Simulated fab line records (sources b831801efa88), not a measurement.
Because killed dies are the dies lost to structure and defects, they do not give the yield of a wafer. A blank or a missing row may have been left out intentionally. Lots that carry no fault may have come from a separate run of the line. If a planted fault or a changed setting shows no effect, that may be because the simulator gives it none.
Chamber matching + flow sky130 + SKY_VIA4_CMP_02 on cmp-02 has 4 sister chambers
The step polishes SiO2. 4 wafers are shown with their chamber, then 9 later ones without.

## WAFERS PAIRED WITH THEIR CHAMBERS
| wafer  | chamber | motor current A (A) |
|--------|---------|---------------------|
| L512.2 | 0       | 12.4                |
| L513.2 | 2       | 11.3                |
| L513.3 | 1       | 11.0                |
| L513.6 | 3       | 13.6                |

## WAFERS WITH NO CHAMBER GIVEN
| wafer  | motor current A (A) |
|--------|---------------------|
| L515.1 | 13.7                |
| L515.4 | 11.3                |
| L515.5 | 10.9                |
| L520.2 | 10.8                |
| L520.4 | 13.1                |
| L520.6 | 13.0                |
| L521.1 | 12.5                |
| L521.3 | 11.7                |
| L521.5 | 10.9                |

## CHAMBER TAKEN BY EACH
| wafer  | from the rows above          | in truth |
|--------|------------------------------|----------|
| L515.1 | 3                            | 3        |
| L515.4 | can't be placed: 2 or 1      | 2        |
| L515.5 | can't be placed: 1 or 2      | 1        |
| L520.2 | can't be placed: 1 or 2      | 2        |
| L520.4 | can't be placed: 3 or 0      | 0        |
| L520.6 | can't be placed: 0 or 3      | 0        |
| L521.1 | 0                            | 0        |
| L521.3 | can't be placed: 2 or 1 or 0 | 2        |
| L521.5 | can't be placed: 1 or 2      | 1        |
Correctly placed: 2 of 9. Unplaceable from these rows: 7, with the true chamber sitting among the candidates in 7. Number placed wrongly: 0.
How it was worked out, from the rows above alone: a wafer's distance from a chamber is the root of the sum, over the readings, of the square of ((its reading less the chamber's mean) divided by the reading's scatter). The wafer belongs to the nearest chamber; if the next one is less than 2 further off, it can't be placed. A chamber's mean is the mean of its shown wafers. The scatter: with one shown wafer a chamber, the root of the mean of the squares of how far each hidden wafer lies from its nearest shown one.
